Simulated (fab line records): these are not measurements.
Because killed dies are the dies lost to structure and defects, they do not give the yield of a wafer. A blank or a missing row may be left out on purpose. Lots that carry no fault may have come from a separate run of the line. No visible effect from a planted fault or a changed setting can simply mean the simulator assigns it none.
Struck lot and sound lot, side by side || flow sfq-line || 42 out of 325 route steps
Sound: these wafers, L790.1, L790.2, L790.4. Struck: wafer L802.4. (L802.1, L802.2 of the same lot were not struck and are left out.) The cause comes at the end.
At each step with rows: each side's tool, then ch and its chambers, then its first start. Under that, the readings that differ: sound wafers || struck wafers || difference of the means || sigmas: that difference in standard deviations of wafers without a fault.
alike: words and numbers the same on both sides, and readings whose means are apart by under 2 such deviations; not compared: readings that were withheld, readings missing a value for some wafer, numbers with overlapping values and no deviation given by the record, and bounds like >300 which may hide the same value.
Wherever a step has rows on one side only, a row that says differs or no value, or a row with sigmas, the two part there. Numbers that have no deviation but don't overlap get no sigmas and don't part them. A reading missing from all wafers of one side parts the sides only when that side holds two or more wafers.

first, 6 steps without rows for these wafers: SFQ_TRILAYER_M1_LITHO_COAT_044 (resist thk 62 nm); SFQ_TRILAYER_M1_LITHO_COAT_039 (resist thk 600 nm); SFQ_TRILAYER_M1_LITHO_SOFTBAKE_043; SFQ_TRILAYER_M1_LITHO_EXPOSE_040 (exposes mask M1, target cd 500 nm); SFQ_TRILAYER_M1_LITHO_PEB_042 (peb time 60 s); SFQ_TRILAYER_M1_LITHO_DEVELOP_041 (time 60 s).
SFQ_M1_OVL_MEAS_911:
  struck on overlay-01, day 30 03:08; sound on overlay-01, day 24 04:41
  alike: M1_OVL
then, 1 step without rows for these wafers: SFQ_TRILAYER_M1_BARC_OPEN_METAL_ETCH_054 (etches BARC in O2, target depth 125 nm, time 41.7 s).
SFQ_TRILAYER_M1_ETCH_METAL_ETCH_042: etches Nb in Cl2/Ar, stops on SiO2, target depth 240 nm, time 120 s.
  sound on rie-metal-01 ch 0,1, day 24 04:47; struck on rie-metal-04 ch 0, day 30 03:13
{"reading": "drypump-motor-current-A (A)", "sound": "5.72 5.80 5.79", "struck": 5.17, "difference": -0.60, "sigmas": -2}
  alike: he-backside-leak-sccm, oes-product-au
  not compared: rf-hours-counter-h
SFQ_TRILAYER_M1_STRIP_STRIP_043: strips in O2.
  sound on rie-metal-01 ch 0,1, day 24 04:54; struck on rie-metal-04 ch 0, day 30 03:21
{"reading": "drypump-motor-current-A (A)", "sound": "5.72 5.80 5.79", "struck": 5.18, "difference": -0.59, "sigmas": -2}
  alike: he-backside-leak-sccm, oes-product-au, platen-temp-c
  not compared: rf-hours-counter-h
then, 2 steps without rows for these wafers: SFQ_TRILAYER_M1_STRIP_SOLV_CLEAN_044 (cleans in NMP, time 600 s); SFQ_TRILAYER_I1_DEP_PECVD_045 (deposits SiO2 from SiH4/N2O, time 111.11 s, target thk 500 nm).
SFQ_TRILAYER_I1_CMP_CMP_046: polishes SiO2.
  sound on cmp-01 ch 0,1,3, day 24 05:45; struck on cmp-02 ch 1, day 30 06:44
{"reading": "motor-current-A (A)", "sound": "8.8 11.3 10.2", "struck": 11.8, "difference": "+1.7", "sigmas": "+2"}
{"reading": "time-to-endpoint-s (s)", "sound": "202 202 210", "struck": 280, "difference": "+75", "sigmas": "+10"}
{"reading": "model.SiO2_of_TRILAYER_I1_DEP_PECVD_045.thk-nm (nm)", "sound": "200.9 199.9 200.5", "struck": 306.5, "difference": "+106.1", "sigmas": ""}
SFQ_I1_BOW_MEAS_912:
  struck on film-metro-03, day 30 09:44; sound on film-metro-03, day 24 08:45
  alike: I1_BOW
SFQ_TRILAYER_I1_METRO_MEASURE_047:
  struck on film-metro-03, day 30 09:52; sound on film-metro-03, day 24 08:52
{"reading": "thk-nm (nm)", "sound": "200.8 199.9 200.5", "struck": 306.5, "difference": "+106.1", "sigmas": "+99 or more"}
then, 6 steps without rows for these wafers: SFQ_TRILAYER_I1_VIA_LITHO_COAT_054 (resist thk 62 nm); SFQ_TRILAYER_I1_VIA_LITHO_COAT_049 (resist thk 650 nm); SFQ_TRILAYER_I1_VIA_LITHO_SOFTBAKE_053; SFQ_TRILAYER_I1_VIA_LITHO_EXPOSE_050 (exposes mask I1, target cd 500 nm); SFQ_TRILAYER_I1_VIA_LITHO_PEB_052 (peb time 60 s); SFQ_TRILAYER_I1_VIA_LITHO_DEVELOP_051 (time 60 s).
-- the record jumps here: 6 days lie between the struck wafers' starts before and after --
SFQ_I1_OVL_MEAS_913:
  struck on overlay-02, day 36 07:22; sound on overlay-02, day 30 21:08
  alike: I1_OVL
then, 1 step without rows for these wafers: SFQ_TRILAYER_I1_VIA_BARC_OPEN_VIA_ETCH_071 (etches BARC in O2, target depth 125 nm, time 41.7 s).
SFQ_TRILAYER_I1_VIA_ETCH_VIA_ETCH_052: etches SiO2 in CHF3, stops on Nb, target depth 260 nm.
  sound on rie-diel-02 ch 1,2,3, day 30 21:12; struck on rie-diel-02 ch 2, day 36 07:26
{"reading": "oes-product-au (a.u.)", "sound": "0.851 0.848 0.857", "struck": 1.007, "difference": "+0.155", "sigmas": "+32"}
{"reading": "model.I1.feature-depth-nm (nm)", "sound": "200.9 199.9 200.5", "struck": 262, "difference": "+62", "sigmas": ""}
{"reading": "model.etch.depth-nm (nm)", "sound": "200.9 199.9 200.5", "struck": 262, "difference": "+62", "sigmas": ""}
  alike: drypump-motor-current-A
SFQ_TRILAYER_I1_VIA_STRIP_STRIP_053: strips in O2.
  sound on rie-metal-01 ch 0,1, day 30 21:19; struck on rie-metal-03 ch 0, day 36 07:34
  alike: drypump-motor-current-A, he-backside-leak-sccm, oes-product-au, platen-temp-c
  not compared: rf-hours-counter-h
then, 1 step without rows for these wafers: SFQ_TRILAYER_I1_VIA_STRIP_SOLV_CLEAN_054 (cleans in NMP, time 600 s).
SFQ_TRILAYER_M2_DEP_PRE_CLEAN_056: time 22.5 s.
  struck on pvd-sputter-05, day 36 08:20; sound on pvd-sputter-06, day 30 22:05
{"reading": "model.SiO2_of_TRILAYER_I1_DEP_PECVD_045.thk-nm (nm)", "sound": "193.4 192.4 193", "struck": 299, "difference": "+106", "sigmas": ""}
SFQ_TRILAYER_M2_DEP_SPUTTER_055: material Nb, target thk 200 nm, time 133.3 s.
  struck on pvd-sputter-05, day 36 08:22; sound on pvd-sputter-06, day 30 22:07
  alike: throttle-valve-pct
SFQ_M2_RS_MEAS_914: measures by four-point-probe.
  struck on film-metro-03, day 36 08:27; sound on film-metro-02, day 30 22:13
  alike: M2_NB_RS
then, 6 steps without rows for these wafers: SFQ_TRILAYER_M2_LITHO_COAT_062 (resist thk 62 nm); SFQ_TRILAYER_M2_LITHO_COAT_057 (resist thk 600 nm); SFQ_TRILAYER_M2_LITHO_SOFTBAKE_061; SFQ_TRILAYER_M2_LITHO_EXPOSE_058 (exposes mask M2, target cd 500 nm); SFQ_TRILAYER_M2_LITHO_PEB_060 (peb time 60 s); SFQ_TRILAYER_M2_LITHO_DEVELOP_059 (time 60 s).
-- the record jumps here: 6 days lie between the struck wafers' starts before and after --
SFQ_M2_OVL_MEAS_916:
  struck on overlay-01, day 42 18:17; sound on overlay-02, day 36 23:05
  alike: M2_OVL
SFQ_TRILAYER_M2_BARC_OPEN_METAL_ETCH_077: etches BARC in O2, target depth 125 nm, time 41.7 s.
  sound on rie-metal-01 ch 0,1, day 36 23:08; struck on rie-metal-03 ch 0, day 42 18:19
  alike: drypump-motor-current-A, he-backside-leak-sccm, oes-product-au
  not compared: rf-hours-counter-h
then, 4 steps without rows for these wafers: SFQ_TRILAYER_M2_ETCH_METAL_ETCH_060 (etches Nb in Cl2/Ar, stops on SiO2, target depth 240 nm, time 120 s); SFQ_TRILAYER_M2_STRIP_STRIP_061 (strips in O2); SFQ_TRILAYER_M2_STRIP_SOLV_CLEAN_062 (cleans in NMP, time 600 s); SFQ_TRILAYER_I2_DEP_PECVD_063 (deposits SiO2 from SiH4/N2O, time 111.11 s, target thk 500 nm).
-- the record jumps here: 43 days lie between the struck wafers' starts before and after --
SFQ_M8_BOW_MEAS_951:
  struck on film-metro-04, day 85 21:59; sound on film-metro-04, day 79 08:44
{"reading": "model.etest.i1.link-ohm", "sound": "1.967 1.953 1.972", "struck": 1e+06, "difference": "+1e+06", "sigmas": ""}
  alike: M8_BOW

## WHERE THEY PART
Last at SFQ_TRILAYER_I1_VIA_ETCH_VIA_ETCH_052 as far as this record goes, first at SFQ_TRILAYER_M1_ETCH_METAL_ETCH_042. Later steps at which nothing parts them and some readings are alike: SFQ_TRILAYER_I1_VIA_STRIP_STRIP_053, SFQ_TRILAYER_M2_DEP_SPUTTER_055, SFQ_M2_RS_MEAS_914, SFQ_M2_OVL_MEAS_916, SFQ_TRILAYER_M2_BARC_OPEN_METAL_ETCH_077, SFQ_M8_BOW_MEAS_951.

WHY: the cause the simulator had injected
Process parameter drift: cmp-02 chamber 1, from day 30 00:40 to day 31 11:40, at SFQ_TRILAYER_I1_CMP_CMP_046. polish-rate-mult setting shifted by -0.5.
